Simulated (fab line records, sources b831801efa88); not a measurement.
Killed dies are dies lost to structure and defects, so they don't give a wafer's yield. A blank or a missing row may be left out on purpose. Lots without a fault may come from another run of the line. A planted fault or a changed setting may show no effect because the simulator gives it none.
A struck lot beside a sound one | flow sky130 | 16 steps out of a route of 708
Sound: wafers L580.1, L580.4, L580.6. Struck: wafers L581.2, L581.5, L581.6. The cause comes at the end.
At each step with rows: each side's tool, then ch and its chambers, then its first start. Under that, the readings that differ: sound wafers | struck wafers | difference of the means | sigmas: that difference in standard deviations of wafers without a fault.
alike: readings whose means differ by less than 2 such deviations, and words and numbers that are the same on both sides. not compared: withheld readings, readings that some wafer has no value for, bounds like >300 that may hide the same value, and numbers for which the record gives no deviation and whose values overlap.
The two part at a step that has a row with sigmas, a row that says differs or no value, or rows on one side only. Numbers that don't overlap but have no deviation are shown without sigmas and don't part them. A reading that every wafer of one side lacks parts them only if that side has two wafers or more.

first, 7 steps without rows for these wafers: SKY_METAL3_HMDS_06 (prime time 60 s); SKY_METAL3_COAT_07 (resist thk 60 nm); SKY_METAL3_COAT_08 (resist thk 1140 nm); SKY_METAL3_SOFTBAKE_09 (time 90 s); SKY_METAL3_EXPOSE_10 (exposes mask MM3, target cd 300 nm); SKY_METAL3_PEB_11; SKY_METAL3_DEVELOP_12 (develop time 60 s).
SKY_METAL3_CD_MEAS_13: target cd 300 nm.
  sound on cd_sem-01, day 39 09:10; struck on cd_sem-02, day 39 14:47
  alike: cd_nm
SKY_METAL3_OVL_MEAS_14:
  sound on overlay-01, day 39 09:17; struck on overlay-01, day 39 14:53
  alike: METAL3_OVL
SKY_METAL3_DESCUM_15: chemistry O2, time 8 s.
  sound on rie_metal-01 ch 0,1, day 39 09:19; struck on rie_metal-01 ch 0,1, day 39 14:55
  alike: drypump_motor_current_A, oes_product_au
  not compared: rf_hours_counter_h
SKY_METAL3_ETCH_16: etches BARC in N2/H2, stops on SiO2, time 88.2 s, target depth 60 nm.
  sound on rie_metal-01 ch 0,1, day 39 09:20; struck on rie_metal-01 ch 0,1, day 39 14:56
  alike: drypump_motor_current_A, oes_product_au, throttle_valve_pct
  not compared: rf_hours_counter_h
SKY_METAL3_ETCH_17: etches SiO2 in C4F8/O2/Ar, stops on TiN, time 3.9 s, target depth 15 nm.
  sound on rie_diel-04 ch 2,3, day 39 09:26; struck on rie_diel-02 ch 0,1, day 39 15:02
  alike: oes_product_au
  not compared: rf_hours_counter_h
SKY_METAL3_METAL_ETCH_18: etches the open film in Cl2/BCl3, stops on SiO2, target depth 845 nm, time 183.1 s.
  sound on rie_metal-04 ch 0,1, day 39 09:28; struck on rie_metal-04 ch 0,1, day 39 15:04
  reading                                       | sound             | struck                  | difference | sigmas
  oes_product_au (a.u.)                         | 0.857 0.870 0.853 | 0.835 0.839 0.844       | -0.021     | -3
  over_etch_frac                                | 0.3 0.3 0.3       | 0.38609 0.38609 0.38609 | +0.08609   |
  model.KrF-thick_of_METAL3_COAT_08.thk_nm (nm) | 530.6 516.4 518.4 | 496.6 489.6 479.5       | -33.2      |
  alike: drypump_motor_current_A, mfc_cl2_sccm, throttle_valve_pct
  not compared: rf_hours_counter_h
SKY_METAL3_STRIP_19: strips in O2/N2.
  sound on plasma_asher-01 ch 0,1, day 39 09:38; struck on plasma_asher-02 ch 0,1, day 39 15:14
  reading                      | sound             | struck            | difference | sigmas
  oes_product_au (a.u.)        | 0.508 0.497 0.500 | 0.487 0.479 0.487 | -0.017     | -3
  strip_time_to_endpoint_s (s) | 6.56 6.42 6.45    | 6.24 6.15 6.05    | -0.33      | -3
  alike: drypump_motor_current_A
  not compared: rf_hours_counter_h
then, 2 steps without rows for these wafers: SKY_METAL3_STRIP_20 (strips in post etch residue remover, time 1200 s); SKY_PAD_OPEN_PROBE_99.

WHERE THEY PART
First at SKY_METAL3_METAL_ETCH_18; last, within this record, at SKY_METAL3_STRIP_19.

WHY: what the simulator had put in
Process parameter drift: rie_metal-04, from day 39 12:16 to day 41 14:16, at SKY_METAL3_METAL_ETCH_18. Setting over_etch_frac, moved by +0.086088, from 0.3. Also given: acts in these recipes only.
